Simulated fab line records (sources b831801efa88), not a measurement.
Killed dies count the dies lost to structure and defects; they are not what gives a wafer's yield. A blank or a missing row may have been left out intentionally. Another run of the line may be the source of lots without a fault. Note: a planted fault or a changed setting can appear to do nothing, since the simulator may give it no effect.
A struck lot beside a sound one -- flow sky130 -- 35 out of 708 route steps
Sound: the wafers L963.2, L963.3, L963.5. Struck: wafer L971.2 (L971.3, L971.6, from the same lot, were not struck and are left out); the cause is given at the end.
Each step with rows lists, per side, the tool, then ch with its chambers, then its first start. Under that, the readings that differ: sound wafers -- struck wafers -- difference of the means -- sigmas: that difference in standard deviations of wafers without a fault.
alike: readings with means less than 2 such deviations apart, plus words and numbers identical on both sides. not compared: withheld readings, readings lacking a value on some wafer, bounds such as >300 that could conceal the same value, and numbers that have no deviation in the record and whose values overlap.
The two part at a step that has a row with sigmas, a row that says differs or no value, or rows on one side only. Numbers that have no deviation but don't overlap get no sigmas and don't part them. A reading missing from all wafers of one side parts the sides only when that side holds two or more wafers.

first, 10 steps without rows for these wafers: SKY_VIA2_STRIP_17 (strips in post etch residue remover, time 1200 s); SKY_VIA2_CLEAN_18 (cleans in IPA, time 180 s); SKY_VIA2_CLEAN_19 (cleans in O3/DIW); SKY_VIA2_SPUTTER_20 (material TiN, target thk 20 nm, time 80 s); SKY_VIA2_CVD_21 (deposits W, target thk 420 nm, time 126.4 s); SKY_VIA2_CMP_24 (polishes, stops on SiO2, t overpolish 20 s, target thk 0 nm); SKY_METAL3_SPUTTER_00 (material Ti, target thk 15 nm, time 10 s); SKY_METAL3_SPUTTER_01 (material TiN, target thk 20 nm, time 16.7 s); SKY_METAL3_SPUTTER_02 (material AlCu, target thk 735 nm, time 39.1 s); SKY_METAL3_SPUTTER_03 (material Ti, target thk 5 nm, time 3.3 s).
SKY_METAL3_SPUTTER_04: material TiN, target thk 70 nm, time 58.3 s.
  struck on pvd-sputter-04, day 40 21:08; sound on pvd-sputter-04, day 38 07:00
  alike: cathode-dc-power-W, throttle-valve-pct
then, 23 steps without rows for these wafers: SKY_CAPM_CVD_00 (deposits SiO2, target thk 15.5 nm); SKY_CAPM_SPUTTER_02 (material TiN, target thk 200 nm, time 166.7 s); SKY_CAPM_DEHYDRATE_05 (time 60 s); SKY_CAPM_HMDS_06 (prime time 60 s); SKY_CAPM_COAT_07 (resist thk 1140 nm); SKY_CAPM_SOFTBAKE_08 (time 60 s); SKY_CAPM_EXPOSE_09 (exposes mask CAPM, target cd 1000 nm); SKY_CAPM_PEB_10; SKY_CAPM_DEVELOP_11 (develop time 60 s); SKY_CAPM_METAL_ETCH_13 (etches TiN in Cl2/BCl3, stops on SiO2, target depth 220 nm, time 62.9 s); SKY_CAPM_STRIP_14 (strips in O2/N2); SKY_CAPM_STRIP_15 (strips in post etch residue remover, time 1200 s); SKY_CAPM_CLEAN_16 (cleans in IPA, time 180 s); SKY_CAPM_CLEAN_17 (cleans in O3/DIW); SKY_METAL3_DEHYDRATE_05 (time 60 s); SKY_METAL3_HMDS_06 (prime time 60 s); SKY_METAL3_COAT_07 (resist thk 60 nm); SKY_METAL3_COAT_08 (resist thk 1140 nm); SKY_METAL3_SOFTBAKE_09 (time 90 s); SKY_METAL3_EXPOSE_10 (exposes mask MM3, target cd 300 nm); SKY_METAL3_PEB_11; SKY_METAL3_DEVELOP_12 (develop time 60 s); SKY_METAL3_DESCUM_15 (chemistry O2, time 8 s).
-- the record jumps here: 9 days lie between the struck wafers' starts before and after (it left off in module METAL3 and takes up again in module PAD_OPEN, whose first step shown is number 708 of the route) --
SKY_PAD_OPEN_PROBE_99:
  struck on prober-01, day 49 09:35; sound on prober-02, day 47 09:01
reading,sound,struck,difference,sigmas
defect-limited-yield (%),82.9 79.9 82.7,70.3,-11.5,-6
killed_at_M0_to_M3,38 52 41,100,+56,+8
killed-dies,84 99 85,146,+57,+6
sort_bin_3_pad_short (%),0.6 0.2 0.8,5.1,+4.6,+10
sort_bin_5_function (%),11.4 13.8 9.8,17.9,+6.2,+4
sort-n-pass,408 393 407,346,-57,-6
sort-yield-pct (%),82.9 79.9 82.7,70.3,-11.5,-6
model.etest.tester.sort-n-pass,408 393 407,346,-57,
model.etest.tester.sort-yield-pct (%),82.93 79.88 82.72,70.33,-11.51,
model.etest.tester.sort_bin_5_pct (%),11.38 13.82 9.756,17.89,+6.24,
model.etest.tester.sort_bin_3_pct (%),0.6098 0.2033 0.813,5.081,+4.539,
  alike: killed_at_M4_up, killed-at-contacts, killed-at-front-end, killed-at-other, killed-open, killed-short, sort_bin_6_memory

== WHERE THEY PART ==
Within this record, at SKY_PAD_OPEN_PROBE_99 only.

WHY: what the simulator had put in
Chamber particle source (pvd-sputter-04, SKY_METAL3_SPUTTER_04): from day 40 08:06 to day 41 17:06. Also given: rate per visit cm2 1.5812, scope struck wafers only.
